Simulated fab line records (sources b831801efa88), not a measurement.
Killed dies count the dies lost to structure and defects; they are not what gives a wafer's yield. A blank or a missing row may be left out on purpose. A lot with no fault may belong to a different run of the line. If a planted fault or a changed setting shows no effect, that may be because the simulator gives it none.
The same fault as seen by 2 desks    flow sky130    every desk sees just its own numbers, and what lay behind them comes last

FROM THE METROLOGY DESK
Means of the sampled wafers that have a number, per lot and without regard to the tool the lot ran on: this is what the gauges read. Any lot whose mean is over 4 standard deviations away from the usual mean is out of limits and marked OUT; that distance is given in the brackets.
Columns: A = METAL2_OVL at SKY_METAL2_OVL_MEAS_16, usual -4 nm; B = VIA2_OVL at SKY_VIA2_OVL_MEAS_13, usual 0 nm
lot   first seen here  A    B
L782  day 35 15:45     2    4
L785  day 36 12:45     -5   7
L784  day 36 15:42     -4   4
L787  day 37 03:51     -1   -1
L788  day 37 08:35     -8   4
L789  day 37 16:09     -6   -1
L790  day 37 21:00     -0   -6
L792  day 38 16:51     -4   2
L793  day 39 01:43     0    -5
L794  day 39 04:59     -4   -1
L799  day 40 14:00     4    -8
L800  day 41 01:31     -12  -0
L801  day 41 04:08     5    -5
L804  day 41 22:59     -1   -3
This desk's finding: nothing out of limits on any of the 14 lots.

DESK OF THE TOOL OWNER: rie-diel-01
The tool's own readings at SKY_VIA2_ETCH_14 (etches BARC in N2/H2, stops on SiO2, time 45.9 s, target depth 60 nm): means of the sampled wafers that have a number, for each lot that ran on this tool. Any lot whose mean is over 4 standard deviations away from the usual mean is out of limits and marked OUT; that distance is given in the brackets.
Columns: A = bias-w at SKY_VIA2_ETCH_14, usual 99.98 W; B = drypump-motor-current-A at SKY_VIA2_ETCH_14, usual 5.9 A; C = oes-product-au at SKY_VIA2_ETCH_14, usual 0.855 a.u.; D = throttle-valve-pct at SKY_VIA2_ETCH_14, usual 13.226 %
lot   first seen here  A                  B    C      D
L787  day 38 06:59     99.88              5.9  0.852  13.230
L790  day 38 23:26     100.03             6.2  0.852  13.222
L792  day 39 19:05     100.14             5.9  0.858  13.227
L799  day 41 15:44     102.19 (+8.8) OUT  5.7  0.859  13.225
L800  day 42 02:20     102.47 (+10) OUT   5.7  0.858  13.239
L801  day 42 04:38     102.39 (+9.6) OUT  6.0  0.855  13.225
Finding of this desk: L799, L800, L801 out of limits; the first was L799 at day 41 15:44, on bias-w at SKY_VIA2_ETCH_14. In limits: L787, L790, L792.

BROUGHT TOGETHER
On L799, L800, L801, at day 41 15:44, an alarm was possible from the tool owner's desk.
Nothing out of limits was seen by the metrology desk.
The metrology desk has L799, L800, L801 on record, within its limits.
SKY_VIA2_ETCH_14 was run on rie-diel-01 by each of the lots named.

WHAT HAD BEEN PUT IN BY THE SIMULATOR
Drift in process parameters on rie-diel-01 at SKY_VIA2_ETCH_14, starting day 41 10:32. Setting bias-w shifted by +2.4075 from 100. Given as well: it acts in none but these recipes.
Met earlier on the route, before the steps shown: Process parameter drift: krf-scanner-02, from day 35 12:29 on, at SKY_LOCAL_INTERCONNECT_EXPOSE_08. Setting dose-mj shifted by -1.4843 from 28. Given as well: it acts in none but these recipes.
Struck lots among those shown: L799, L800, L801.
Hours from the fault's start to each desk's first reading out of limits: the tool owner's desk, 5.
